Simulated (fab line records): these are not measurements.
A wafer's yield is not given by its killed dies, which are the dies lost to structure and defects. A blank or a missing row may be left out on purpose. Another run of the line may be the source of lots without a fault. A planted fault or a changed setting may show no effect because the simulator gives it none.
Chamber matching + flow gf180mcu + 4 sister chambers for GF_V4_CMP_26 on cmp-01
The step polishes, stops on SiO2, t overpolish 15 s, target thk 0 nm. 18 wafers are shown with their chamber, then 9 later ones without.

WAFERS PAIRED WITH THEIR CHAMBERS
| wafer  | chamber | motor_current_A (A) | time_to_endpoint_s (s) | edge_zone_pressure_frac |
|--------|---------|---------------------|------------------------|-------------------------|
| L337.3 | 2       | 9.4                 | 90                     | 1.008                   |
| L337.4 | 1       | 11.2                | 91                     | 1.002                   |
| L337.5 | 0       | 11.7                | 93                     | 1.006                   |
| L339.2 | 3       | 10.9                | 82                     | 1.007                   |
| L339.4 | 1       | 11.1                | 82                     | 0.997                   |
| L339.5 | 0       | 11.6                | 90                     | 1.002                   |
| L340.2 | 2       | 9.5                 | 85                     | 1.002                   |
| L340.3 | 3       | 10.2                | 84                     | 1.009                   |
| L340.5 | 0       | 11.7                | 87                     | 1.000                   |
| L343.2 | 2       | 8.8                 | 85                     | 1.001                   |
| L343.3 | 1       | 10.5                | 87                     | 0.999                   |
| L343.6 | 1       | 10.8                | 84                     | 1.001                   |
| L347.1 | 2       | 9.1                 | 82                     | 0.998                   |
| L347.2 | 3       | 10.2                | 85                     | 0.997                   |
| L347.3 | 0       | 11.8                | 88                     | 1.005                   |
| L351.2 | 0       | 11.7                | 82                     | 0.998                   |
| L351.4 | 2       | 8.7                 | 75                     | 1.011                   |
| L351.5 | 3       | 10.3                | 80                     | 0.996                   |

SIGNATURES, as means of the wafers listed above
| reading                 | chamber 0 | chamber 1 | chamber 2 | chamber 3 | scatter within a chamber |
|-------------------------|-----------|-----------|-----------|-----------|--------------------------|
| motor_current_A         | 11.700    | 10.900    | 9.100     | 10.400    | 0.288                    |
| time_to_endpoint_s      | 88.00     | 86.00     | 83.40     | 82.75     | 4.21                     |
| edge_zone_pressure_frac | 1.00220   | 0.99975   | 1.00400   | 1.00225   | 0.00469                  |
Rule: for each reading, subtract the chamber's mean from the wafer's reading, divide by that reading's scatter and square the result; add these up over the readings and take the root, which gives the wafer's distance from the chamber. The wafer belongs to the nearest chamber; if the next one is less than 2 further off, it can't be placed. The scatter: take each reading less its chamber's mean, square it, sum over the shown wafers, divide by the number of wafers less the number of chambers, and take the root.

WAFERS WITH NO CHAMBER GIVEN
| wafer  | motor_current_A (A) | time_to_endpoint_s (s) | edge_zone_pressure_frac |
|--------|---------------------|------------------------|-------------------------|
| L352.1 | 10.0                | 85                     | 0.996                   |
| L352.3 | 9.6                 | 84                     | 0.992                   |
| L352.6 | 9.4                 | 84                     | 0.995                   |
| L357.1 | 12.1                | 86                     | 1.000                   |
| L357.4 | 10.4                | 85                     | 1.005                   |
| L357.5 | 10.9                | 84                     | 1.002                   |
| L359.2 | 9.8                 | 76                     | 0.997                   |
| L359.4 | 9.8                 | 79                     | 1.004                   |
| L359.5 | 10.1                | 77                     | 1.006                   |

EACH ONE'S CHAMBER
| wafer  | from the rows above          | in truth |
|--------|------------------------------|----------|
| L352.1 | can't be placed: 3 or 1 or 2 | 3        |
| L352.3 | can't be placed: 2 or 3 or 1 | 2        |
| L352.6 | can't be placed: 2 or 3      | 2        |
| L357.1 | 0                            | 0        |
| L357.4 | can't be placed: 3 or 1      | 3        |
| L357.5 | can't be placed: 1 or 3      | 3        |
| L359.2 | can't be placed: 3 or 2 or 1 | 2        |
| L359.4 | can't be placed: 3 or 2 or 1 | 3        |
| L359.5 | can't be placed: 3 or 1 or 2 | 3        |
Placed correctly: 1 of 9. Cannot be placed on the basis of these rows: 8; the candidates contain the true chamber in 8. Wrongly placed: 0.
